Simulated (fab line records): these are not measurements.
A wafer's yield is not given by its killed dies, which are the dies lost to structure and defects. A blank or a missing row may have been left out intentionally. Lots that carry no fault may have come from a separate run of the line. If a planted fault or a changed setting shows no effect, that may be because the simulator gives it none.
Comparing a struck lot with a sound one ; flow sky130 ; 16 out of 708 route steps
Sound: the wafers L275.2, L275.3, L275.4. Wafers L286.2, L286.4, L286.6 were the ones struck. At the end, the cause is stated.
At each step with rows: each side's tool, then ch and its chambers, then its first start. Under that, the readings that differ: sound wafers ; struck wafers ; difference of the means ; sigmas: that difference in standard deviations of wafers without a fault.
alike: readings whose means differ by less than 2 such deviations, and words and numbers that are the same on both sides. not compared: withheld readings, readings that some wafer has no value for, bounds like >300 that may hide the same value, and numbers for which the record gives no deviation and whose values overlap.
Wherever a step has rows on one side only, a row that says differs or no value, or a row with sigmas, the two part there. Non-overlapping numbers with no deviation appear without sigmas and do not part them. Lack of a reading on every wafer of one side parts them only where that side has two or more wafers.

SKY_LDD_P_OVL_MEAS_08:
  sound on overlay-01, day 20 07:10; struck on overlay-02, day 25 05:19
  alike: LDD_P_OVL
then, 1 step without rows for these wafers: SKY_LDD_P_IMPLANT_09.
SKY_LDD_P_STRIP_10: strips in O2/N2.
  sound on plasma_asher-04 ch 0,1, day 20 07:20; struck on plasma_asher-01 ch 0, day 25 05:29
  alike: drypump_motor_current_A, oes_product_au, strip_time_to_endpoint_s
  not compared: rf_hours_counter_h
SKY_LDD_P_TW_MEAS_11:
  sound on film_metro-03, day 20 07:27; struck on film_metro-03, day 25 05:36
  alike: LDD_P_TW
then, 7 steps without rows for these wafers: SKY_LDD_HVN_DEHYDRATE_00 (time 60 s); SKY_LDD_HVN_HMDS_01 (prime time 60 s); SKY_LDD_HVN_COAT_02 (resist thk 300 nm); SKY_LDD_HVN_SOFTBAKE_03 (time 60 s); SKY_LDD_HVN_EXPOSE_04 (exposes mask HVNTM, target cd 700 nm); SKY_LDD_HVN_PEB_05; SKY_LDD_HVN_DEVELOP_06 (develop time 60 s).
SKY_LDD_HVN_OVL_MEAS_07:
  sound on overlay-02, day 21 14:23; struck on overlay-01, day 26 10:05
  alike: LDD_HVN_OVL
SKY_LDD_HVN_IMPLANT_08:
  sound on implanter-03 ch 0, day 21 14:26; struck on implanter-03 ch 0, day 26 10:09
reading;sound;struck;difference;sigmas
beam_on_s (s);10.25 9.78 10.12;11.95 11.93 12.03;+1.92;+9
dose_ions_cm2;2.993e+13 2.998e+13 2.999e+13;3.3108e+14 3.3104e+14 3.3109e+14;+3.0110e+14;+99 or more
end_station_pressure_torr (Torr);5.44e-06 4.71e-06 5.21e-06;6.61e-06 6.41e-06 6.18e-06;+1.28e-06;+5
faraday_current_uA;165 172 167;1557 1566 1541;+1387;+99 or more
SKY_LDD_HVN_STRIP_09: strips in O2/N2.
  sound on plasma_asher-04 ch 0,1, day 21 14:34; struck on plasma_asher-03 ch 0,1, day 26 10:16
reading;sound;struck;difference;sigmas
drypump_motor_current_A (A);5.3 5.0 5.3;5.9 6.0 5.9;+0.7;+2
  alike: oes_product_au, strip_time_to_endpoint_s
  not compared: rf_hours_counter_h
SKY_LDD_HVN_TW_MEAS_10:
  sound on film_metro-04, day 21 14:40; struck on film_metro-04, day 26 10:43
reading;sound;struck;difference;sigmas
LDD_HVN_TW;1457 1450 1460;3032 3024 3033;+1574;+99 or more
  not compared: hold
SKY_PAD_OPEN_PROBE_99:
  sound wafers here have rows in the record (prober-01, day 46 16:52); struck ones have none

## WHERE THEY PART
First at SKY_LDD_HVN_IMPLANT_08; last, within this record, at SKY_PAD_OPEN_PROBE_99.

WHY: the cause the simulator had injected
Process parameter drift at SKY_LDD_HVN_IMPLANT_08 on implanter-03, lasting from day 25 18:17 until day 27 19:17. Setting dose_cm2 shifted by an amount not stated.
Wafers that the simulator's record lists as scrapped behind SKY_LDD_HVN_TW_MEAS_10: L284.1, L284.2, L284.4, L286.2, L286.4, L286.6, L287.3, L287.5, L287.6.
